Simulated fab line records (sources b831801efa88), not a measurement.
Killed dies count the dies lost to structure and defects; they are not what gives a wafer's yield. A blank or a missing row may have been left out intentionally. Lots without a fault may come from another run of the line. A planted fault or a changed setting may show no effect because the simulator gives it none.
Matching of chambers | flow sky130 | SKY_FIELD_ISO_ETCH_15 on rie-diel-04: 4 sister chambers
The step etches the open film in CHF3/O2, stops on Si, target depth 180 nm, time 72 s. 4 wafers are shown with their chamber, then 7 later ones without.

## WAFERS PAIRED WITH THEIR CHAMBERS
wafer  | chamber | drypump-motor-current-A (A)
L919.6 | 2       | 5.7
L930.2 | 3       | 5.6
L931.1 | 1       | 5.6
L931.4 | 0       | 6.7

## WAFERS WHOSE CHAMBER IS MISSING
wafer  | drypump-motor-current-A (A)
L931.5 | 5.7
L933.1 | 5.7
L933.2 | 6.7
L933.5 | 5.7
L934.1 | 6.6
L934.5 | 6.7
L934.6 | 5.6

## EACH ONE'S CHAMBER
wafer  | from the rows above     | in truth
L931.5 | 2                       | 2
L933.1 | 2                       | 2
L933.2 | 0                       | 0
L933.5 | 2                       | 2
L934.1 | 0                       | 0
L934.5 | 0                       | 0
L934.6 | can't be placed: 1 or 3 | 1
Correct placement for 6 of the 7. Can't be placed from these rows: 1 (the true chamber is among the candidates in 1). 0 placed wrongly.
How it was worked out, from the rows above alone: a wafer's distance from a chamber is the root of the sum, over the readings, of the square of ((its reading less the chamber's mean) divided by the reading's scatter). If the next closest chamber is less than 2 further off than the closest, the wafer can't be placed; otherwise it belongs to the closest. The mean given for a chamber averages the wafers shown for that chamber. The scatter (one wafer shown for each chamber): square how far every hidden wafer sits from the nearest shown wafer, average those squares and take the square root.
